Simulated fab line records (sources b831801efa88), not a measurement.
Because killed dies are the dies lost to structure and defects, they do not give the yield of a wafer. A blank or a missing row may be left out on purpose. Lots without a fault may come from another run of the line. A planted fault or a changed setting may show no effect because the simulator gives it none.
A lot that was struck, set against a sound lot -- flow sky130 -- 23 out of 708 route steps
Sound: these wafers, L116.2, L116.3, L116.5. Struck: wafers L112.1, L112.4, L112.6. The cause comes at the end.
For every step that has rows: the tool of each side, followed by ch and its chambers, followed by its first start. Under that, the readings that differ: sound wafers -- struck wafers -- difference of the means -- sigmas: that difference in standard deviations of wafers without a fault.
alike: a reading whose means differ by less than 2 such deviations, as well as words and numbers matching on both sides. not compared: withheld readings; readings where some wafer has no value; bounds like >300 that might hide an equal value; numbers whose values overlap and for which the record gives no deviation.
The two part at a step that has a row with sigmas, a row that says differs or no value, or rows on one side only. Non-overlapping numbers with no deviation appear without sigmas and do not part them. Lack of a reading on every wafer of one side parts them only where that side has two or more wafers.

first, 1 step without rows for these wafers: SKY_POLY_GATE_OXIDATION_20 (stabilise 600 s, purge 300 s, target thk 4 nm).
SKY_POLY_GATE_THK_MEAS_21:
  sound on film_metro-01 at day 23 00:21; struck on film_metro-04 at day 21 15:38
  alike: POLY_GATE_OXIDATION_THK
SKY_POLY_GATE_CD_MEAS_22:
  sound on cd_sem-01 at day 23 00:26; struck on cd_sem-01 at day 21 15:49
  alike: cd_nm
then, 7 steps without rows for these wafers: SKY_LDD_N_DEHYDRATE_00 (time 60 s); SKY_LDD_N_HMDS_01 (prime time 60 s); SKY_LDD_N_COAT_02 (resist thk 300 nm); SKY_LDD_N_SOFTBAKE_03 (time 60 s); SKY_LDD_N_EXPOSE_04 (exposes mask NTM, target cd 840 nm); SKY_LDD_N_PEB_05; SKY_LDD_N_DEVELOP_06 (develop time 60 s).
SKY_LDD_N_OVL_MEAS_07:
  sound on overlay-02 at day 24 06:21; struck on overlay-01 at day 22 22:28
  alike: LDD_N_OVL
then, 1 step without rows for these wafers: SKY_LDD_N_IMPLANT_08.
SKY_LDD_N_IMPLANT_09:
  sound on implanter-04 ch 0, day 24 06:34; struck on implanter-03 ch 0, day 22 22:39
reading,sound,struck,difference,sigmas
dose_ions_cm2,7.487e+13 7.51e+13 7.49e+13,2.637e+13 2.654e+13 2.64e+13,-4.852e+13,-99 or more
faraday_current_uA,414 436 438,149 149 145,-282,-32
then, 6 steps without rows for these wafers: SKY_LDD_N_IMPLANT_10; SKY_LDD_N_IMPLANT_11; SKY_LDD_N_IMPLANT_12; SKY_LDD_N_IMPLANT_13; SKY_LDD_N_IMPLANT_14; SKY_LDD_N_IMPLANT_15.
SKY_LDD_N_STRIP_16: strips in O2/N2.
  sound on plasma_asher-01 ch 0,1, day 24 07:35; struck on plasma_asher-01 ch 0,1, day 22 23:42
reading,sound,struck,difference,sigmas
strip_time_to_endpoint_s (s),4.311 4.325 4.297,4.164 4.160 4.182,-0.142,-10
  alike: drypump_motor_current_A, oes_product_au
  not compared: rf_hours_counter_h
SKY_LDD_N_TW_MEAS_17:
  sound on film_metro-03 at day 24 07:41; struck on film_metro-03 at day 22 23:48
reading,sound,struck,difference,sigmas
LDD_N_TW,2575 2571 2543,2482 2482 2485,-80,-3
then, 1 step without rows for these wafers: SKY_LDD_P_DEHYDRATE_00 (time 60 s).
-- here the record skips 26 days between the struck wafers' starts before and after, leaving off in module LDD_P and picking up in module PAD_OPEN (first step shown: number 708 of the route) --
SKY_PAD_OPEN_PROBE_99:
  sound on prober-02 at day 49 21:28; struck on prober-02 at day 49 00:28
reading,sound,struck,difference,sigmas
model.etest.tip_n.rs_ohm_sq,442.9 444.9 441.2,498.6 505.9 500.7,+58.7,
model.etest.nfet_01v8_swapped.vt_sat_v (V),0.647 0.6512 0.6401,0.6727 0.6711 0.6699,+0.0251,
  alike: killed_at_M0_to_M3, killed_at_M4_up, killed_at_contacts, killed_at_front_end, killed_at_other, killed_dies, killed_open, killed_short

WHERE THEY PART
At SKY_LDD_N_IMPLANT_09 first; at SKY_LDD_N_TW_MEAS_17 last (within this record only). Later steps at which nothing parts them and some readings are alike: SKY_PAD_OPEN_PROBE_99.

WHY: the cause the simulator had injected
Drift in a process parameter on implanter-03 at SKY_LDD_N_IMPLANT_09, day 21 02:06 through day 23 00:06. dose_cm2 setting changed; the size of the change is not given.
